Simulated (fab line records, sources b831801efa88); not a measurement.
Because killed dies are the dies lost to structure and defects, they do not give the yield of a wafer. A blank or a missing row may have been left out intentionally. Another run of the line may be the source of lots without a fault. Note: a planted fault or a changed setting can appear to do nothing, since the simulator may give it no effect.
Which tool is to blame? | flow sky130 | Sampling: 24 lots, 72 wafers, 2 of 708 route steps

## WHAT THE GAUGES READ, wafer by wafer
SKY_VT_ADJUST_PCH_OVL_MEAS_07.
lot  | measured     | on         | VT_ADJUST_PCH_OVL (nm)
L074 | day 10 05:41 | overlay-01 | -1.5 -0.9 -1.5
L075 | day 10 13:56 | overlay-01 | 0.6 -0.9 0.1
L076 | day 10 17:50 | overlay-01 | 1.2 1.4 -0.3
L077 | day 11 03:27 | overlay-02 | -0.5 0.6 -0.4
L078 | day 11 15:02 | overlay-02 | -0.3 1.5 0.2
L079 | day 12 02:59 | overlay-01 | 1.5 0.4 -0.6
L080 | day 12 08:38 | overlay-01 | -0.1 1.2 1.9
L081 | day 12 19:05 | overlay-02 | 0.3 0.6 2.4
L082 | day 13 01:26 | overlay-01 | 0.9 0.3 -0.9
L083 | day 13 12:20 | overlay-02 | 0.8 0.8 1.0
L084 | day 13 14:33 | overlay-02 | -1.3 0.9 0.1
L085 | day 14 01:05 | overlay-02 | -0.4 -0.5 -1.0
L086 | day 14 07:08 | overlay-02 | 1.0 0.0 0.9
L087 | day 14 09:47 | overlay-02 | 2.6 -0.4 2.1
L088 | day 14 17:26 | overlay-02 | -0.9 0.8 -0.9
L089 | day 14 23:06 | overlay-01 | 1.7 1.8 1.7
L090 | day 15 08:08 | overlay-02 | -0.7 0.3 -0.2
L091 | day 15 16:32 | overlay-02 | -0.2 0.7 -0.2
L092 | day 15 21:11 | overlay-01 | -1.7 -1.7 -2.4
L093 | day 16 09:05 | overlay-01 | 0.6 2.1 -0.5
L094 | day 16 22:41 | overlay-01 | 0.7 -0.3 1.5
L095 | day 17 00:26 | overlay-02 | 0.6 -0.7 -0.9
L096 | day 17 02:44 | overlay-02 | 1.2 0.7 0.9
L097 | day 17 17:20 | overlay-02 | 0.9 1.8 1.1

## EACH LOT AND THE TOOL THAT RAN IT (in order: tool; ch and the chambers of the sampled wafers; start)
lot  | SKY_NWELL_STRIP_14
L074 | plasma_asher-03 ch 0,1, day 4 12:07
L075 | plasma_asher-02 ch 0,1, day 4 16:37
L076 | plasma_asher-01 ch 0,1, day 4 22:25
L077 | plasma_asher-01 ch 0,1, day 5 04:37
L078 | plasma_asher-02 ch 1, day 5 13:07
L079 | plasma_asher-01 ch 0,1, day 6 00:13
L080 | plasma_asher-02 ch 0,1, day 6 04:55
L081 | plasma_asher-03 ch 1, day 6 14:04
L082 | plasma_asher-02 ch 1, day 6 16:19
L083 | plasma_asher-02 ch 0,1, day 7 00:19
L084 | plasma_asher-03 ch 0,1, day 7 02:54
L085 | plasma_asher-02 ch 0,1, day 7 10:19
L086 | plasma_asher-03 ch 0,1, day 7 16:10
L087 | plasma_asher-01 ch 0,1, day 7 17:28
L088 | plasma_asher-02 ch 0,1, day 8 00:16
L089 | plasma_asher-01 ch 0,1, day 8 04:15
L090 | plasma_asher-01 ch 0,1, day 8 09:49
L091 | plasma_asher-02 ch 0,1, day 8 16:13
L092 | plasma_asher-02 ch 1, day 8 22:31
L093 | plasma_asher-01 ch 0,1, day 9 05:34
L094 | plasma_asher-01 ch 0,1, day 9 14:46
L095 | plasma_asher-01 ch 1, day 9 16:37
L096 | plasma_asher-03 ch 0,1, day 9 20:31
L097 | plasma_asher-02 ch 0,1, day 10 05:49
- SKY_NWELL_STRIP_14: strips in O2/N2.

## AS READ BY THE TOOLS THEMSELVES (means over the sampled wafers that have a number; for cases with no such wafer, the mark the record gives instead)
SKY_NWELL_STRIP_14.
lot  | tool            | drypump_motor_current_A (A) | oes_product_au (a.u.) | strip_time_to_endpoint_s (s)
L074 | plasma_asher-03 | 5.5                         | 0.722                 | 36.75
L075 | plasma_asher-02 | 5.4                         | 0.726                 | 36.83
L076 | plasma_asher-01 | 5.9                         | 0.723                 | 36.90
L077 | plasma_asher-01 | 5.9                         | 0.726                 | 36.96
L078 | plasma_asher-02 | 5.9                         | 0.719                 | 36.97
L079 | plasma_asher-01 | 5.9                         | 0.723                 | 36.74
L080 | plasma_asher-02 | 5.6                         | 0.723                 | 36.92
L081 | plasma_asher-03 | 5.5                         | 0.728                 | 36.99
L082 | plasma_asher-02 | 5.9                         | 0.720                 | 36.97
L083 | plasma_asher-02 | 5.4                         | 0.722                 | 36.86
L084 | plasma_asher-03 | 5.7                         | 0.723                 | 37.06
L085 | plasma_asher-02 | 5.4                         | 0.720                 | 37.01
L086 | plasma_asher-03 | 5.6                         | 0.722                 | 36.98
L087 | plasma_asher-01 | 5.6                         | 0.722                 | 36.99
L088 | plasma_asher-02 | 5.6                         | 0.724                 | 36.97
L089 | plasma_asher-01 | 5.9                         | 0.722                 | 36.84
L090 | plasma_asher-01 | 5.5                         | 0.723                 | 36.98
L091 | plasma_asher-02 | 5.6                         | 0.723                 | 36.91
L092 | plasma_asher-02 | 5.9                         | 0.725                 | 37.04
L093 | plasma_asher-01 | 5.5                         | 0.722                 | 36.86
L094 | plasma_asher-01 | 5.6                         | 0.722                 | 37.06
L095 | plasma_asher-01 | 6.2                         | 0.724                 | 37.10
L096 | plasma_asher-03 | 5.6                         | 0.721                 | 36.91
L097 | plasma_asher-02 | 5.4                         | 0.723                 | 36.94

## THE ANSWER, worked out from the rows above alone
Rule: usual is defined by the lots themselves. Put in order of their means at a reading, lots are off if they are a third of the lots or fewer, leave a main group of 4 or more, and stand apart from it by a gap of 3 or more times the standard deviation of the main group's means; of several such gaps the widest counts. A main group whose means are all the same, to the digits that the tables above print for the reading, isn't used. A lot without any number at a reading at which 4 lots or more have one is off too. Where the step has rows for the other lots, those lots are counted as sound. Order of review: gauges by route order, followed by the tools' own readings, for which a lot's mean as printed above is used. At the first step where some lot is off, the reading lying furthest off is the one used; lots without a number count as furthest.
None of the lots is off at any reading shown; this tells nothing.

## WHAT HAD BEEN PUT IN BY THE SIMULATOR
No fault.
